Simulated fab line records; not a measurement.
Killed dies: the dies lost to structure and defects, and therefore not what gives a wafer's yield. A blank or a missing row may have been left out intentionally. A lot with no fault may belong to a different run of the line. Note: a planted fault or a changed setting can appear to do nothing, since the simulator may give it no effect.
fab line records ; flow sky130 ; part 1 of 2: steps 1 to 30 of 40
[record] lots = 5; wafers = 15; last_day = 49
route steps=708 shown LOCAL_INTERCONNECT@392 CONTACT@406
lots that met no fault: from a run of the same line without faults
start_h: hours from the record's opening day to when the first of the lot's shown wafers began ; wait_h: hours since the lot's step before ; " as in the row above ; L1.1+2: one row covering several wafers at once ; - no value present, or no start provided ; * or withheld: withheld ; < > ~ a bound
route shown NAME@n: NAME is a module with steps in the file, n the number in the route of the first one ; usual: mean/standard deviation of fault-free wafers ; same: alike in all rows ; chamber/n: place in a boat ; sites: each site's reading ; _std_site: their standard deviation ; _edge_site: outer sites' mean less inner sites' ; radius_mm: how far each site lies from the wafer's centre ; mask NAME#n: copy n ; behind: the most recent tool/chamber to have shaped the wafer ; hold: reason for holding the lot/hours on hold/outcome of the hold ; device: names the non-switching transistor (n, p or np) ; end of line: the tests these same wafers got at the end of their route ; where a step has no rows: the recipe by itself ; killed: the dies lost at the first sort to structure and to defects; this is not the yield of the wafer ; map: a wafer's dies, x killed, . not, _ none there
set.NAME: the setting the step ran with; set.NAME@STEP: the setting that earlier step ran with ; model.NAME: the simulator's own value behind a step, which no gauge read
certain route steps with their lots: each step a table, each wafer a row
services: a tool's chamber out of use, with start hour (start_h, from the record's first day; less than 0 if before it), hours out, and reason
[[steps]]
[step SKY_LOCAL_INTERCONNECT_COAT_05]
[recipe] resist = BARC; temp_c = withheld; time_s = withheld; spin_rpm = 3000; resist_thk_nm = 60
lot.wafer;tool;chamber;start_h;wait_h
L076.2+4+5;litho_track-04;0;701.38;0.1
L080.3+4+6;litho_track-01;0;742.49;0.1
L085.1+3+6;litho_track-01;0;781.59;0.1
L087.2+4+6;litho_track-01;0;807.22;0.1
L094.3+4+5;litho_track-04;0;843.06;0.1
[step SKY_LOCAL_INTERCONNECT_COAT_06]
[recipe] resist = KrF-thick; spin_rpm = 3000; resist_thk_nm = 450
lot.wafer;tool;chamber;start_h;wait_h
L076.2+4+5;litho_track-04;0;-;-
L080.3+4+6;litho_track-01;0;-;-
L085.1+3+6;litho_track-01;0;-;-
L087.2+4+6;litho_track-01;0;-;-
L094.3+4+5;litho_track-04;0;-;-
[step SKY_LOCAL_INTERCONNECT_SOFTBAKE_07]
[recipe] temp_c = 100; time_s = 90; resist = KrF-thick
lot.wafer;tool;chamber;start_h;wait_h
L076.2+4+5;litho_track-04;0;-;-
L080.3+4+6;litho_track-01;0;-;-
L085.1+3+6;litho_track-01;0;-;-
L087.2+4+6;litho_track-01;0;-;-
L094.3+4+5;litho_track-04;0;-;-
[step SKY_LOCAL_INTERCONNECT_EXPOSE_08]
[recipe] mask_id = LI1M; na = 0.8; source_shape = annular; sigma_inner = 0.55; sigma_outer = 0.85; target_cd_nm = 170; dose_mj = 28
[usual] reticle_temp_C = 22.97/0.1
[same] sigma_outer = 0.85
lot.wafer;tool;chamber;start_h;wait_h;mask;reticle_temp_C
L076.2;krf_scanner-01;0;-;-;LI1M#0;23.03
L076.4;krf_scanner-01;0;-;-;LI1M#0;22.89
L076.5;krf_scanner-01;0;-;-;LI1M#0;22.93
L080.3;krf_scanner-02;0;-;-;LI1M#0;23.15
L080.4;krf_scanner-02;0;-;-;LI1M#0;23.17
L080.6;krf_scanner-02;0;-;-;LI1M#0;23.19
L085.1;krf_scanner-01;0;-;-;LI1M#0;22.95
L085.3;krf_scanner-01;0;-;-;LI1M#0;23.01
L085.6;krf_scanner-01;0;-;-;LI1M#0;22.90
L087.2;krf_scanner-01;0;-;-;LI1M#0;22.91
L087.4;krf_scanner-01;0;-;-;LI1M#0;22.92
L087.6;krf_scanner-01;0;-;-;LI1M#0;22.92
L094.3;krf_scanner-02;0;-;-;LI1M#0;22.95
L094.4;krf_scanner-02;0;-;-;LI1M#0;23.07
L094.5;krf_scanner-02;0;-;-;LI1M#0;23.14
[step SKY_LOCAL_INTERCONNECT_PEB_09]
[recipe] peb_temp_c = withheld; peb_time_s = withheld; resist = KrF-thick
lot.wafer;tool;chamber;start_h;wait_h
L076.2+4+5;litho_track-04;0;-;-
L080.3+4+6;litho_track-01;0;-;-
L085.1+3+6;litho_track-03;0;-;-
L087.2+4+6;litho_track-03;0;-;-
L094.3+4+5;litho_track-04;0;-;-
[step SKY_LOCAL_INTERCONNECT_DEVELOP_10]
[recipe] develop_time_s = 60; resist = KrF-thick; dev_temp_c = 21
lot.wafer;tool;chamber;start_h;wait_h
L076.2+4+5;litho_track-04;0;-;-
L080.3+4+6;litho_track-01;0;-;-
L085.1+3+6;litho_track-03;0;-;-
L087.2+4+6;litho_track-03;0;-;-
L094.3+4+5;litho_track-04;0;-;-
[step SKY_LOCAL_INTERCONNECT_CD_MEAS_11]
[recipe] target_cd_nm = 170
[usual] cd_nm = 169.5/1.5
lot.wafer;tool;chamber;start_h;wait_h;cd_nm
L076.2;cd_sem-01;-;715.43;-;170.2
L076.4;cd_sem-01;-;715.43;-;169.3
L076.5;cd_sem-01;-;715.43;-;169.2
L080.3;cd_sem-02;-;756.08;-;170.0
L080.4;cd_sem-02;-;756.08;-;171.4
L080.6;cd_sem-02;-;756.08;-;169.9
L085.1;cd_sem-01;-;795.30;-;164.9
L085.3;cd_sem-01;-;795.30;-;166.0
L085.6;cd_sem-01;-;795.30;-;166.9
L087.2;cd_sem-02;-;820.87;-;169.6
L087.4;cd_sem-02;-;820.87;-;168.1
L087.6;cd_sem-02;-;820.87;-;168.5
L094.3;cd_sem-01;-;855.80;-;170.7
L094.4;cd_sem-01;-;855.80;-;170.6
L094.5;cd_sem-01;-;855.80;-;171.1
[step SKY_LOCAL_INTERCONNECT_OVL_MEAS_12]
[usual] LOCAL_INTERCONNECT_OVL = 7/6.3
lot.wafer;tool;chamber;start_h;wait_h;LOCAL_INTERCONNECT_OVL[nm]
L076.2;overlay-02;-;715.53;0.1;8
L076.4;overlay-02;-;715.53;0.1;7
L076.5;overlay-02;-;715.53;0.1;6
L080.3;overlay-01;-;756.17;0.1;9
L080.4;overlay-01;-;756.17;0.1;18
L080.6;overlay-01;-;756.17;0.1;11
L085.1;overlay-02;-;795.42;0.1;2
L085.3;overlay-02;-;795.42;0.1;3
L085.6;overlay-02;-;795.42;0.1;-2
L087.2;overlay-01;-;820.97;0.1;4
L087.4;overlay-01;-;820.97;0.1;-1
L087.6;overlay-01;-;820.97;0.1;7
L094.3;overlay-02;-;855.89;0.1;2
L094.4;overlay-02;-;855.89;0.1;4
L094.5;overlay-02;-;855.89;0.1;2
[step SKY_LOCAL_INTERCONNECT_ETCH_13]
[recipe] chemistry = N2/H2; target = BARC; ion_energy_ev = 200; bias_w = 100; pressure_mtorr = 30; n2_flow_sccm = 100; h2_flow_sccm = 200; icp_w = 500; stop_on = SiO2; time_s = 45.9; target_depth_a = 600
[usual] drypump_motor_current_A = 5.85/0.24; n2_flow_sccm = 100.0/0.31; oes_product_au = 0.854/0.0049; throttle_valve_pct = 13.224/0.0092
lot.wafer;tool;chamber;start_h;wait_h;drypump_motor_current_A;n2_flow_sccm;oes_product_au;rf_hours_counter_h;throttle_valve_pct
L076.2;rie_metal-03;1;715.56;0.0;5.93;100.1;0.862;16;13.232
L076.4;rie_metal-03;1;715.56;0.0;5.95;99.8;0.842;-;13.230
L076.5;rie_metal-03;0;715.56;0.0;5.52;100.3;0.857;-;13.216
L080.3;rie_metal-02;1;756.22;0.0;6.19;99.8;0.860;-;13.217
L080.4;rie_metal-02;0;756.22;0.0;5.63;99.5;0.847;-;13.235
L080.6;rie_metal-02;0;756.22;0.0;5.60;99.7;0.849;-;13.209
L085.1;rie_metal-04;1;795.45;0.0;5.68;99.7;0.856;5;13.242
L085.3;rie_metal-04;0;795.45;0.0;6.13;100.5;0.860;-;13.235
L085.6;rie_metal-04;1;795.45;0.0;5.69;99.9;0.859;-;13.207
L087.2;rie_metal-02;1;821.00;0.0;6.14;100.2;0.860;16;13.229
L087.4;rie_metal-02;1;821.00;0.0;6.14;100.2;0.843;-;13.227
L087.6;rie_metal-02;0;821.00;0.0;5.64;99.9;0.854;-;13.224
L094.3;rie_metal-03;1;855.94;0.0;5.92;100.1;0.857;-;13.229
L094.4;rie_metal-03;0;855.94;0.0;5.49;99.6;0.850;-;13.220
L094.5;rie_metal-03;0;855.94;0.0;5.50;100.1;0.850;-;13.224
[step SKY_LOCAL_INTERCONNECT_METAL_ETCH_14]
[recipe] target_depth_nm = 110; stop_on = PSG; chemistry = Cl2/BCl3; target = TiN; resist_sidewall_deg = 88; pressure_mtorr = 10; icp_w = 900; bias_w = 48.5; Cl2_flow_sccm = 60; bcl3_flow_sccm = 30; time_s = 31.4
[usual] drypump_motor_current_A = 5.84/0.24; oes_product_au = 0.941/0.0085; throttle_valve_pct = 21.901/0.0097
lot.wafer;tool;chamber;start_h;wait_h;drypump_motor_current_A;oes_product_au;rf_hours_counter_h;throttle_valve_pct
L076.2;rie_metal-03;1;715.63;0.0;5.94;0.946;16;21.895
L076.4;rie_metal-03;1;715.63;0.0;5.91;0.937;-;21.898
L076.5;rie_metal-03;0;715.63;0.0;5.50;0.942;-;21.905
L080.3;rie_metal-02;1;756.28;0.0;6.15;0.931;-;21.903
L080.4;rie_metal-02;0;756.28;0.0;5.61;0.930;-;21.915
L080.6;rie_metal-02;0;756.28;0.0;5.61;0.926;-;21.919
L085.1;rie_metal-04;1;795.52;0.0;5.68;0.955;5;21.890
L085.3;rie_metal-04;0;795.52;0.0;6.12;0.965;-;21.896
L085.6;rie_metal-04;1;795.52;0.0;5.67;0.949;-;21.887
L087.2;rie_metal-02;1;821.07;0.0;6.17;0.950;16;21.887
L087.4;rie_metal-02;1;821.07;0.0;6.16;0.939;-;21.896
L087.6;rie_metal-02;0;821.07;0.0;5.64;0.938;-;21.902
L094.3;rie_metal-03;1;856.00;0.0;5.92;0.947;-;21.902
L094.4;rie_metal-03;0;856.00;0.0;5.47;0.946;-;21.892
L094.5;rie_metal-03;0;856.00;0.0;5.50;0.943;-;21.896
[step SKY_LOCAL_INTERCONNECT_STRIP_15]
[recipe] chemistry = O2/N2; power_w = 1400; pressure_mtorr = 1500; platen_temp_c = withheld; o2_flow_sccm = 3000; n2_flow_sccm = 300; overash_fraction = 0.5
[usual] drypump_motor_current_A = 6.20/0.24; n2_flow_sccm = 300.1/0.85; oes_product_au = 0.427/0.0048; strip_time_to_endpoint_s = 4.722/0.019
lot.wafer;tool;chamber;start_h;wait_h;drypump_motor_current_A;n2_flow_sccm;oes_product_au;rf_hours_counter_h;strip_time_to_endpoint_s
L076.2;plasma_asher-02;1;715.68;0.0;6.49;301.8;0.431;99;4.739
L076.4;plasma_asher-02;1;715.68;0.0;6.51;300.6;0.429;-;4.740
L076.5;plasma_asher-02;1;715.68;0.0;6.50;300.7;0.426;-;4.725
L080.3;plasma_asher-04;0;756.35;0.1;6.34;302.2;0.432;-;4.735
L080.4;plasma_asher-04;1;756.35;0.1;6.26;301.2;0.430;-;4.747
L080.6;plasma_asher-04;0;756.35;0.1;6.34;301.2;0.436;-;4.760
L085.1;plasma_asher-04;0;795.57;0.0;6.34;299.9;0.430;67;4.701
L085.3;plasma_asher-04;0;795.57;0.0;6.36;299.2;0.431;-;4.727
L085.6;plasma_asher-04;0;795.57;0.0;6.33;299.5;0.415;-;4.706
L087.2;plasma_asher-02;0;821.12;0.0;5.76;300.4;0.417;8;4.727
L087.4;plasma_asher-02;0;821.12;0.0;5.76;300.8;0.421;-;4.721
L087.6;plasma_asher-02;0;821.12;0.0;5.75;300.8;0.421;-;4.714
L094.3;plasma_asher-02;0;856.06;0.1;5.74;299.4;0.425;-;4.700
L094.4;plasma_asher-02;1;856.06;0.1;6.49;299.2;0.424;-;4.725
L094.5;plasma_asher-02;1;856.06;0.1;6.49;299.5;0.431;-;4.730
[step SKY_LOCAL_INTERCONNECT_STRIP_16]
[recipe] chemistry = post_etch_residue_remover; time_s = 1200; temp_c = 72.5
lot.wafer;tool;chamber;start_h;wait_h
L076.2+4+5;wet_bench-04;1;715.78;0.1
L080.3+4+6;wet_bench-03;1;756.41;0.0
L085.1+3+6;wet_bench-02;0;795.67;0.1
L087.2+4+6;wet_bench-04;3;821.22;0.1
L094.3+4+5;wet_bench-04;3;856.13;0.0
[step SKY_LOCAL_INTERCONNECT_CLEAN_17]
[recipe] chemistry = IPA; time_s = 180; temp_c = 25
lot.wafer;tool;chamber;start_h;wait_h
L076.2+4+5;wet_bench-02;1;716.15;0.0
L080.3+4+6;wet_bench-02;0;756.75;0.0
L085.1+3+6;wet_bench-03;1;796.01;0.0
L087.2+4+6;wet_bench-03;3;821.56;0.0
L094.3+4+5;wet_bench-02;0;856.54;0.0
[step SKY_LOCAL_INTERCONNECT_CLEAN_18]
[recipe] chemistry = O3/DIW; dry = n2_spin
lot.wafer;tool;chamber;start_h;wait_h
L076.2+4+5;wet_bench-03;1;716.22;0.0
L080.3+4+6;wet_bench-04;1;756.82;0.0
L085.1+3+6;wet_bench-02;3;796.07;0.0
L087.2+4+6;wet_bench-04;0;821.68;0.0
L094.3+4+5;wet_bench-03;3;856.59;0.0
[step SKY_CONTACT_CVD_00]
[recipe] material = Si3N4; target_thk_nm = 75; temp_c = 400; time_s = withheld; rf_w = 450
[usual] heater_power_w = 695/96
lot.wafer;tool;chamber;start_h;wait_h;heater_power_w
L076.2;pecvd-01;2;716.31;0.0;792
L076.4;pecvd-01;1;716.31;0.0;728
L076.5;pecvd-01;0;716.31;0.0;879
L080.3;pecvd-02;1;756.93;0.0;616
L080.4;pecvd-02;0;756.93;0.0;769
L080.6;pecvd-02;1;756.93;0.0;613
L085.1;pecvd-01;2;796.16;0.0;789
L085.3;pecvd-01;1;796.16;0.0;725
L085.6;pecvd-01;0;796.16;0.0;872
L087.2;pecvd-01;1;821.77;0.0;612
L087.4;pecvd-01;2;821.77;0.0;675
L087.6;pecvd-01;1;821.77;0.0;592
L094.3;pecvd-01;2;856.69;0.0;782
L094.4;pecvd-01;0;856.69;0.0;831
L094.5;pecvd-01;2;856.69;0.0;801
[step SKY_CONTACT_THK_MEAS_01]
[recipe] reads = Si3N4_of_CONTACT_CVD_00
[usual] CONTACT_CVD_00_THK = 75.1/1.1
lot.wafer;tool;chamber;start_h;wait_h;CONTACT_CVD_00_THK[nm]
L076.2;film_metro-03;-;716.35;-;75.6
L076.4;film_metro-03;-;716.35;-;76.7
L076.5;film_metro-03;-;716.35;-;76.1
L080.3;film_metro-03;-;756.98;-;73.5
L080.4;film_metro-03;-;756.98;-;76.6
L080.6;film_metro-03;-;756.98;-;73.8
L085.1;film_metro-03;-;796.19;-;75.2
L085.3;film_metro-03;-;796.19;-;74.4
L085.6;film_metro-03;-;796.19;-;75.0
L087.2;film_metro-01;-;821.81;-;73.1
L087.4;film_metro-01;-;821.81;-;74.7
L087.6;film_metro-01;-;821.81;-;74.9
L094.3;film_metro-04;-;856.75;-;75.0
L094.4;film_metro-04;-;856.75;-;76.9
L094.5;film_metro-04;-;856.75;-;76.2
[step SKY_CONTACT_HDPCVD_02]
[recipe] material = SiO2; target_thk_nm = 565; sigma_open_frac = 0.3; time_s = 94.2; temp_c = 600; sih4_flow_sccm = 60; pressure_mtorr = 6
lot.wafer;tool;chamber;start_h;wait_h
L076.2+4+5;hdpcvd-01;2,2,1;716.40;0.0
L080.3+4+6;hdpcvd-02;2,0,2;757.02;0.0
L085.1+3+6;hdpcvd-01;0,2,0;796.25;0.1
L087.2+4+6;hdpcvd-02;1,0,2;821.86;0.0
L094.3+4+5;hdpcvd-02;2,0,1;856.79;0.0
[step SKY_CONTACT_THK_MEAS_03]
[recipe] reads = SiO2_of_CONTACT_HDPCVD_02
[usual] CONTACT_HDPCVD_THK = 565/5.9
lot.wafer;tool;chamber;start_h;wait_h;CONTACT_HDPCVD_THK[nm]
L076.2;film_metro-01;-;716.48;0.0;567
L076.4;film_metro-01;-;716.48;0.0;561
L076.5;film_metro-01;-;716.48;0.0;560
L080.3;film_metro-01;-;757.11;0.1;567
L080.4;film_metro-01;-;757.11;0.1;562
L080.6;film_metro-01;-;757.11;0.1;560
L085.1;film_metro-03;-;796.32;0.0;561
L085.3;film_metro-03;-;796.32;0.0;565
L085.6;film_metro-03;-;796.32;0.0;560
L087.2;film_metro-04;-;821.94;0.0;554
L087.4;film_metro-04;-;821.94;0.0;558
L087.6;film_metro-04;-;821.94;0.0;566
L094.3;film_metro-01;-;856.88;0.1;570
L094.4;film_metro-01;-;856.88;0.1;569
L094.5;film_metro-01;-;856.88;0.1;553
[step SKY_CONTACT_CMP_04]
[recipe] material = SiO2; down_force_psi = 4; platen_rpm = 60; pad_velocity_m_s = 0.94248
[usual] motor_current_A = 12.3/1.4; time_to_endpoint_s = 84/3.4
lot.wafer;tool;chamber;start_h;wait_h;motor_current_A;time_to_endpoint_s
L076.2;cmp-02;1;716.53;0.0;12.0;86
L076.4;cmp-02;2;716.53;0.0;13.8;86
L076.5;cmp-02;2;716.53;0.0;13.5;86
L080.3;cmp-01;1;757.20;0.1;13.2;83
L080.4;cmp-01;2;757.20;0.1;10.1;85
L080.6;cmp-01;0;757.20;0.1;12.8;80
L085.1;cmp-02;0;796.43;0.1;12.2;84
L085.3;cmp-02;2;796.43;0.1;13.6;88
L085.6;cmp-02;0;796.43;0.1;12.0;83
L087.2;cmp-01;1;822.09;0.1;13.5;78
L087.4;cmp-01;2;822.09;0.1;9.5;78
L087.6;cmp-01;0;822.09;0.1;13.5;84
L094.3;cmp-01;1;856.97;0.1;13.4;86
L094.4;cmp-01;2;856.97;0.1;9.4;84
L094.5;cmp-01;1;856.97;0.1;13.3;77
[step SKY_CONTACT_BOW_MEAS_05]
[recipe] mode = bow
[usual] CONTACT_BOW = 83/7.6
lot.wafer;tool;chamber;start_h;wait_h;CONTACT_BOW[um]
L076.2;film_metro-03;-;716.85;0.3;79
L076.4;film_metro-03;-;716.85;0.3;77
L076.5;film_metro-03;-;716.85;0.3;80
L080.3;film_metro-04;-;757.49;0.2;74
L080.4;film_metro-04;-;757.49;0.2;70
L080.6;film_metro-04;-;757.49;0.2;87
L085.1;film_metro-04;-;796.68;0.2;78
L085.3;film_metro-04;-;796.68;0.2;69
L085.6;film_metro-04;-;796.68;0.2;78
L087.2;film_metro-01;-;822.31;0.2;69
L087.4;film_metro-01;-;822.31;0.2;87
L087.6;film_metro-01;-;822.31;0.2;83
L094.3;film_metro-03;-;857.26;0.2;68
L094.4;film_metro-03;-;857.26;0.2;81
L094.5;film_metro-03;-;857.26;0.2;88
[step SKY_CONTACT_DEHYDRATE_06]
[recipe] temp_c = 200; time_s = 60
lot.wafer;tool;chamber;start_h;wait_h
L076.2+4+5;litho_track-02;0;729.78;12.9
L080.3+4+6;litho_track-03;0;770.45;12.9
L085.1+3+6;litho_track-04;0;809.11;12.4
L087.2+4+6;litho_track-02;0;834.53;12.2
L094.3+4+5;litho_track-04;0;869.26;12.0
[step SKY_CONTACT_HMDS_07]
[recipe] prime_time_s = 60; prime_temp_c = 120
lot.wafer;tool;chamber;start_h;wait_h
L076.2+4+5;litho_track-02;0;729.93;0.1
L080.3+4+6;litho_track-03;0;770.60;0.1
L085.1+3+6;litho_track-04;0;809.26;0.1
L087.2+4+6;litho_track-02;0;834.68;0.1
L094.3+4+5;litho_track-04;0;869.41;0.1
[step SKY_CONTACT_COAT_08]
[recipe] resist = BARC; temp_c = withheld; time_s = withheld; spin_rpm = 3000; resist_thk_nm = 60
lot.wafer;tool;chamber;start_h;wait_h
L076.2+4+5;litho_track-02;0;730.08;0.1
L080.3+4+6;litho_track-03;0;770.75;0.1
L085.1+3+6;litho_track-04;0;809.41;0.1
L087.2+4+6;litho_track-02;0;834.83;0.1
L094.3+4+5;litho_track-04;0;869.56;0.1
[step SKY_CONTACT_COAT_09]
[recipe] resist = KrF-thick; spin_rpm = 3000; resist_thk_nm = 450
lot.wafer;tool;chamber;start_h;wait_h
L076.2+4+5;litho_track-02;0;-;-
L080.3+4+6;litho_track-03;0;-;-
L085.1+3+6;litho_track-04;0;-;-
L087.2+4+6;litho_track-02;0;-;-
L094.3+4+5;litho_track-04;0;-;-
[step SKY_CONTACT_SOFTBAKE_10]
[recipe] temp_c = 100; time_s = 90; resist = KrF-thick
lot.wafer;tool;chamber;start_h;wait_h
L076.2+4+5;litho_track-02;0;-;-
L080.3+4+6;litho_track-03;0;-;-
L085.1+3+6;litho_track-04;0;-;-
L087.2+4+6;litho_track-02;0;-;-
L094.3+4+5;litho_track-04;0;-;-
[step SKY_CONTACT_EXPOSE_11]
[recipe] mask_id = CTM1; na = 0.8; source_shape = annular; sigma_inner = 0.55; sigma_outer = 0.85; target_cd_nm = 170; dose_mj = 38
[usual] reticle_temp_C = 22.98/0.1
[same] sigma_outer = 0.85
lot.wafer;tool;chamber;start_h;wait_h;mask;reticle_temp_C
L076.2;krf_scanner-01;0;-;-;CTM1#0;22.97
L076.4;krf_scanner-01;0;-;-;CTM1#0;23.01
L076.5;krf_scanner-01;0;-;-;CTM1#0;22.89
L080.3;krf_scanner-01;0;-;-;CTM1#0;23.11
L080.4;krf_scanner-01;0;-;-;CTM1#0;22.88
L080.6;krf_scanner-01;0;-;-;CTM1#0;23.03
L085.1;krf_scanner-02;0;-;-;CTM1#0;23.13
L085.3;krf_scanner-02;0;-;-;CTM1#0;23.13
L085.6;krf_scanner-02;0;-;-;CTM1#0;23.18
L087.2;krf_scanner-02;0;-;-;CTM1#0;22.95
L087.4;krf_scanner-02;0;-;-;CTM1#0;23.12
L087.6;krf_scanner-02;0;-;-;CTM1#0;22.91
L094.3;krf_scanner-01;0;-;-;CTM1#0;22.99
L094.4;krf_scanner-01;0;-;-;CTM1#0;23.01
L094.5;krf_scanner-01;0;-;-;CTM1#0;22.91
[step SKY_CONTACT_PEB_12]
[recipe] peb_temp_c = withheld; peb_time_s = withheld; resist = KrF-thick
lot.wafer;tool;chamber;start_h;wait_h
L076.2+4+5;litho_track-03;0;-;-
L080.3+4+6;litho_track-03;0;-;-
L085.1+3+6;litho_track-04;0;-;-
L087.2+4+6;litho_track-04;0;-;-
L094.3+4+5;litho_track-02;0;-;-
[step SKY_CONTACT_DEVELOP_13]
[recipe] develop_time_s = 60; resist = KrF-thick; dev_temp_c = 21
lot.wafer;tool;chamber;start_h;wait_h
L076.2+4+5;litho_track-03;0;-;-
L080.3+4+6;litho_track-03;0;-;-
L085.1+3+6;litho_track-04;0;-;-
L087.2+4+6;litho_track-04;0;-;-
L094.3+4+5;litho_track-02;0;-;-
[step SKY_CONTACT_CD_MEAS_14]
[recipe] target_cd_nm = 170
[usual] cd_nm = 169.5/1.6
lot.wafer;tool;chamber;start_h;wait_h;cd_nm
L076.2;cd_sem-01;-;744.27;-;169.2
L076.4;cd_sem-01;-;744.27;-;172.3
L076.5;cd_sem-01;-;744.27;-;169.9
L080.3;cd_sem-01;-;784.19;-;169.3
L080.4;cd_sem-01;-;784.19;-;168.8
L080.6;cd_sem-01;-;784.19;-;168.7
L085.1;cd_sem-01;-;823.36;-;169.0
L085.3;cd_sem-01;-;823.36;-;170.0
L085.6;cd_sem-01;-;823.36;-;169.9
L087.2;cd_sem-01;-;848.03;-;168.2
L087.4;cd_sem-01;-;848.03;-;167.0
L087.6;cd_sem-01;-;848.03;-;169.2
L094.3;cd_sem-01;-;882.80;-;168.1
L094.4;cd_sem-01;-;882.80;-;167.1
L094.5;cd_sem-01;-;882.80;-;167.8
[step SKY_CONTACT_OVL_MEAS_15]
[usual] CONTACT_OVL = -3/5.4
lot.wafer;tool;chamber;start_h;wait_h;CONTACT_OVL[nm]
L076.2;overlay-02;-;744.37;0.1;-6
L076.4;overlay-02;-;744.37;0.1;-13
L076.5;overlay-02;-;744.37;0.1;-7
L080.3;overlay-01;-;784.28;0.1;-6
L080.4;overlay-01;-;784.28;0.1;0
L080.6;overlay-01;-;784.28;0.1;-5
L085.1;overlay-01;-;823.48;0.1;2
L085.3;overlay-01;-;823.48;0.1;8
L085.6;overlay-01;-;823.48;0.1;6
L087.2;overlay-01;-;848.14;0.1;-3
L087.4;overlay-01;-;848.14;0.1;-9
L087.6;overlay-01;-;848.14;0.1;-4
L094.3;overlay-01;-;882.89;0.1;9
L094.4;overlay-01;-;882.89;0.1;6
L094.5;overlay-01;-;882.89;0.1;4
